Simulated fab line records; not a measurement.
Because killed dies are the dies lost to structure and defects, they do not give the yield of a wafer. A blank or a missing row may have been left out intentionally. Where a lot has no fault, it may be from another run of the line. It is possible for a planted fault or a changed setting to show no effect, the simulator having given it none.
Which of the tools did it? || flow sky130 || 11 lots, 33 wafers sampled, at 2 steps of a route of 708

WHAT EACH GAUGE READ, for each wafer
SKY_VIA2_BOW_MEAS_03.
{"lot": "L901", "measured": "day 35 07:28", "on": "film-metro-04", "VIA2_BOW (um)": "91 97 95"}
{"lot": "L904", "measured": "day 35 22:14", "on": "film-metro-01", "VIA2_BOW (um)": "82 90 85"}
{"lot": "L905", "measured": "day 36 21:35", "on": "film-metro-02", "VIA2_BOW (um)": "74 80 84"}
{"lot": "L907", "measured": "day 37 06:38", "on": "film-metro-04", "VIA2_BOW (um)": "83 79 80"}
{"lot": "L915", "measured": "day 39 16:28", "on": "film-metro-04", "VIA2_BOW (um)": "79 92 82"}
{"lot": "L916", "measured": "day 39 18:57", "on": "film-metro-04", "VIA2_BOW (um)": "80 78 92"}
{"lot": "L917", "measured": "day 40 05:55", "on": "film-metro-04", "VIA2_BOW (um)": "75 81 80"}
{"lot": "L918", "measured": "day 40 12:27", "on": "film-metro-01", "VIA2_BOW (um)": "91 94 90"}
{"lot": "L920", "measured": "day 41 02:30", "on": "film-metro-04", "VIA2_BOW (um)": "91 95 98"}
{"lot": "L921", "measured": "day 41 07:56", "on": "film-metro-04", "VIA2_BOW (um)": "81 88 90"}
{"lot": "L923", "measured": "day 41 19:34", "on": "film-metro-01", "VIA2_BOW (um)": "75 76 80"}

TOOL THAT RAN EACH LOT (tool first, then ch and the chambers of the sampled wafers, then the start)
{"lot": "L901", "SKY_VIA2_CMP_02": "cmp-02 ch 0,1, day 35 07:12"}
{"lot": "L904", "SKY_VIA2_CMP_02": "cmp-01 ch 1,2, day 35 21:56"}
{"lot": "L905", "SKY_VIA2_CMP_02": "cmp-01 ch 0,2,3, day 36 21:23"}
{"lot": "L907", "SKY_VIA2_CMP_02": "cmp-02 ch 0,2,3, day 37 06:20"}
{"lot": "L915", "SKY_VIA2_CMP_02": "cmp-02 ch 1,3, day 39 16:09"}
{"lot": "L916", "SKY_VIA2_CMP_02": "cmp-01 ch 0,3, day 39 18:38"}
{"lot": "L917", "SKY_VIA2_CMP_02": "cmp-02 ch 0,2, day 40 05:39"}
{"lot": "L918", "SKY_VIA2_CMP_02": "cmp-02 ch 2,3, day 40 12:05"}
{"lot": "L920", "SKY_VIA2_CMP_02": "cmp-01 ch 0,1, day 41 02:12"}
{"lot": "L921", "SKY_VIA2_CMP_02": "cmp-01 ch 0,1,3, day 41 07:38"}
{"lot": "L923", "SKY_VIA2_CMP_02": "cmp-02 ch 0,2, day 41 19:18"}
- SKY_VIA2_CMP_02: polishes SiO2.

WHAT THE TOOLS THEMSELVES READ (means of the sampled wafers that have a number; where no wafer has one, the mark that the record gives instead)
SKY_VIA2_CMP_02.
{"lot": "L901", "tool": "cmp-02", "edge-zone-pressure-frac": 1.003, "motor-current-A (A)": 10.8, "retaining-ring-pressure-frac": 1.005}
{"lot": "L904", "tool": "cmp-01", "edge-zone-pressure-frac": 0.996, "motor-current-A (A)": 10.3, "retaining-ring-pressure-frac": 1.003}
{"lot": "L905", "tool": "cmp-01", "edge-zone-pressure-frac": 0.996, "motor-current-A (A)": 11.8, "retaining-ring-pressure-frac": 1.003}
{"lot": "L907", "tool": "cmp-02", "edge-zone-pressure-frac": 1.002, "motor-current-A (A)": 11.5, "retaining-ring-pressure-frac": 0.996}
{"lot": "L915", "tool": "cmp-02", "edge-zone-pressure-frac": 1.005, "motor-current-A (A)": 11.9, "retaining-ring-pressure-frac": 0.997}
{"lot": "L916", "tool": "cmp-01", "edge-zone-pressure-frac": 1.000, "motor-current-A (A)": 12.6, "retaining-ring-pressure-frac": 0.998}
{"lot": "L917", "tool": "cmp-02", "edge-zone-pressure-frac": 0.997, "motor-current-A (A)": 11.7, "retaining-ring-pressure-frac": 1.000}
{"lot": "L918", "tool": "cmp-02", "edge-zone-pressure-frac": 1.001, "motor-current-A (A)": 12.1, "retaining-ring-pressure-frac": 0.998}
{"lot": "L920", "tool": "cmp-01", "edge-zone-pressure-frac": 1.002, "motor-current-A (A)": 11.9, "retaining-ring-pressure-frac": 0.999}
{"lot": "L921", "tool": "cmp-01", "edge-zone-pressure-frac": 1.002, "motor-current-A (A)": 11.7, "retaining-ring-pressure-frac": 0.998}
{"lot": "L923", "tool": "cmp-02", "edge-zone-pressure-frac": 1.002, "motor-current-A (A)": 11.6, "retaining-ring-pressure-frac": 0.999}

THE ANSWER, worked out from the rows above alone
Rule: the usual values come from the lots themselves. The widest of any qualifying gaps counts: lots, ordered by their means at a reading, are off when they make up no more than a third of the lots, leave a main group of 4 or more, and stand apart from it by 3 or more times the standard deviation of that group's means. If all means in a main group match to the digits the tables above print for the reading, that group is not used. Also off: a lot with no number at a reading for which 4 or more lots have one. Any other lot the step has rows for is counted as sound. Order of review: gauges by route order, followed by the tools' own readings, for which a lot's mean as printed above is used. The first step at which some lot is off is used, and at that step the reading that is off furthest; a lot without a number counts as furthest.
Nothing can be told from this: no lot is off at any reading shown.

WHAT THE SIMULATOR PUT IN
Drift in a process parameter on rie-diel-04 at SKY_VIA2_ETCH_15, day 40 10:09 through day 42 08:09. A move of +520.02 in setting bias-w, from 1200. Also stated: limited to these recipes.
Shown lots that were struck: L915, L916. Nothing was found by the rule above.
